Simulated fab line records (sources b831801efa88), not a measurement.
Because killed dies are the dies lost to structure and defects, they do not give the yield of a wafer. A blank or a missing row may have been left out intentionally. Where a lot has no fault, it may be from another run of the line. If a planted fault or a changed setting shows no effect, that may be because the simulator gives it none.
Comparing a struck lot with a sound one -- flow sky130 -- 30 out of 708 route steps
Sound: wafers L254.3, L254.5, L254.6. The struck wafers were L265.1, L265.2, L265.3. The cause comes at the end.
Each step with rows lists, per side, the tool, then ch with its chambers, then its first start. Under that, the readings that differ: sound wafers -- struck wafers -- difference of the means -- sigmas: that difference in standard deviations of wafers without a fault.
alike: a reading whose means differ by less than 2 such deviations, as well as words and numbers matching on both sides. not compared: withheld readings; readings where some wafer has no value; bounds like >300 that might hide an equal value; numbers whose values overlap and for which the record gives no deviation.
The two part at a step that has a row with sigmas, a row that says differs or no value, or rows on one side only. Non-overlapping numbers with no deviation appear without sigmas and do not part them. A reading that every wafer of one side lacks parts them only if that side has two wafers or more.

SKY_PWDE_STRIP_09: strips in O2/N2.
  sound on plasma_asher-04 ch 0,1, day 5 23:22; struck on plasma_asher-03 ch 0,1, day 8 13:35
  alike: drypump_motor_current_A, oes_product_au, strip_time_to_endpoint_s
  not compared: rf_hours_counter_h
SKY_PWDE_TW_MEAS_10:
  sound: film_metro-04 at day 5 23:27; struck: film_metro-04 at day 8 13:41
  alike: PWDE_TW
then, 7 steps without rows for these wafers: SKY_NWELL_DEHYDRATE_03 (time 60 s); SKY_NWELL_HMDS_04 (prime time 60 s); SKY_NWELL_COAT_05 (resist thk 3000 nm); SKY_NWELL_SOFTBAKE_06; SKY_NWELL_EXPOSE_07 (exposes mask NWM, target cd 840 nm); SKY_NWELL_PEB_08; SKY_NWELL_DEVELOP_09 (develop time 60 s).
SKY_NWELL_OVL_MEAS_10:
  sound: overlay-01 at day 6 18:26; struck: overlay-01 at day 9 09:36
  alike: NWELL_00_OVL
then, 2 steps without rows for these wafers: SKY_NWELL_IMPLANT_11; SKY_NWELL_IMPLANT_12.
SKY_NWELL_IMPLANT_13:
  sound on implanter-04 ch 0, day 6 18:49; struck on implanter-04 ch 0, day 9 09:56
reading,sound,struck,difference,sigmas
dose_ions_cm2,6.99e+11 7.003e+11 6.998e+11,1.2906e+12 1.2903e+12 1.2902e+12,+5.9067e+11,+99 or more
faraday_current_uA,3.98 3.96 3.78,7.15 7.26 7.40,+3.36,+43
SKY_NWELL_STRIP_14: strips in O2/N2.
  sound on plasma_asher-02 ch 0,1, day 6 18:56; struck on plasma_asher-02 ch 0,1, day 9 10:05
reading,sound,struck,difference,sigmas
strip_time_to_endpoint_s (s),37.16 37.13 37.19,36.94 36.95 36.98,-0.20,-2
  alike: drypump_motor_current_A, oes_product_au
  not compared: rf_hours_counter_h
SKY_NWELL_TW_MEAS_15:
  sound: film_metro-03 at day 6 19:02; struck: film_metro-03 at day 9 10:11
  alike: NWELL_TW
then, 7 steps without rows for these wafers: SKY_NWELL_DEHYDRATE_16 (time 60 s); SKY_NWELL_HMDS_17 (prime time 60 s); SKY_NWELL_COAT_18 (resist thk 3000 nm); SKY_NWELL_SOFTBAKE_19; SKY_NWELL_EXPOSE_20 (exposes mask NWM COMPLEMENT, target cd 840 nm); SKY_NWELL_PEB_21; SKY_NWELL_DEVELOP_22 (develop time 60 s).
SKY_NWELL_OVL_MEAS_23:
  sound: overlay-01 at day 7 14:53; struck: overlay-01 at day 10 08:00
  alike: NWELL_01_OVL
then, 1 step without rows for these wafers: SKY_NWELL_IMPLANT_24.
SKY_NWELL_STRIP_25: strips in O2/N2.
  sound on plasma_asher-03 ch 0,1, day 7 15:05; struck on plasma_asher-03 ch 0,1, day 10 08:11
  alike: drypump_motor_current_A, oes_product_au, strip_time_to_endpoint_s
  not compared: rf_hours_counter_h
SKY_NWELL_TW_MEAS_26:
  sound: film_metro-02 at day 7 15:11; struck: film_metro-04 at day 10 08:17
  alike: NWELL_2_TW
then, 1 step without rows for these wafers: SKY_NWELL_CLEAN_27 (cleans in SC1/SC2, time 150 s).
SKY_NWELL_RTA_28: time 30 s.
  sound on rtp_anneal-02 ch 0, day 7 15:19; struck on rtp_anneal-02 ch 0, day 10 08:23
  alike: lamp_power_pct, wafer_temp_C_max
SKY_NWELL_RS_MEAS_29: measures by four-point-probe.
  sound: film_metro-03 at day 7 15:25; struck: film_metro-03 at day 10 08:29
reading,sound,struck,difference,sigmas
NWELL_RS (ohm/sq),624.9 626.5 625.8,611.5 612.3 608.2,-15.1,-9
-- the record jumps here: 40 days lie between the struck wafers' starts before and after (it left off in module NWELL and takes up again in module PAD_OPEN, whose first step shown is number 708 of the route) --
SKY_PAD_OPEN_PROBE_99:
  sound: prober-02 at day 48 12:10; struck: prober-02 at day 50 14:46
reading,sound,struck,difference,sigmas
killed_at_contacts,17 21 12,35 25 34,+15,+3
model.etest.pfet_16v.r_on_ohm_um,1.494e+04 1.489e+04 1.5e+04,1.611e+04 1.621e+04 1.62e+04,+1.230e+03,
model.etest.nfet_16v.r_on_ohm_um,1.408e+04 1.409e+04 1.414e+04,1.425e+04 1.418e+04 1.433e+04,+1.500e+02,
model.etest.pfet_g5v0d10v5.r_on_ohm_um,4870 4841 4820,5103 5106 5158,+279,
model.etest.tip_p.rs_ohm_sq,6934 6970 6901,7246 7252 7278,+324,
model.etest.tip_p_5v.rs_ohm_sq,2877 2870 2880,3018 3032 3017,+147,
model.etest.pfet_01v8.r_on_ohm_um,2966 2939 2942,2996 3016 2977,+47,
model.etest.pfet_g5v0d10v5.drive_ua_um,330.9 339.1 331.1,309.9 305.5 305.2,-26.8,
model.etest.pfet_01v8_lvt.drive_ua_um,172 174.7 173.8,154.8 152.9 153.5,-19.8,
  alike: killed_at_M0_to_M3, killed_at_M4_up, killed_at_front_end, killed_at_other, killed_dies, killed_open, killed_short

== WHERE THEY PART ==
Last at SKY_PAD_OPEN_PROBE_99 as far as this record goes, first at SKY_NWELL_IMPLANT_13.

WHY: the cause the simulator had injected
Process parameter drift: implanter-04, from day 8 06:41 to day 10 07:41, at SKY_NWELL_IMPLANT_13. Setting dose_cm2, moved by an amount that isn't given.
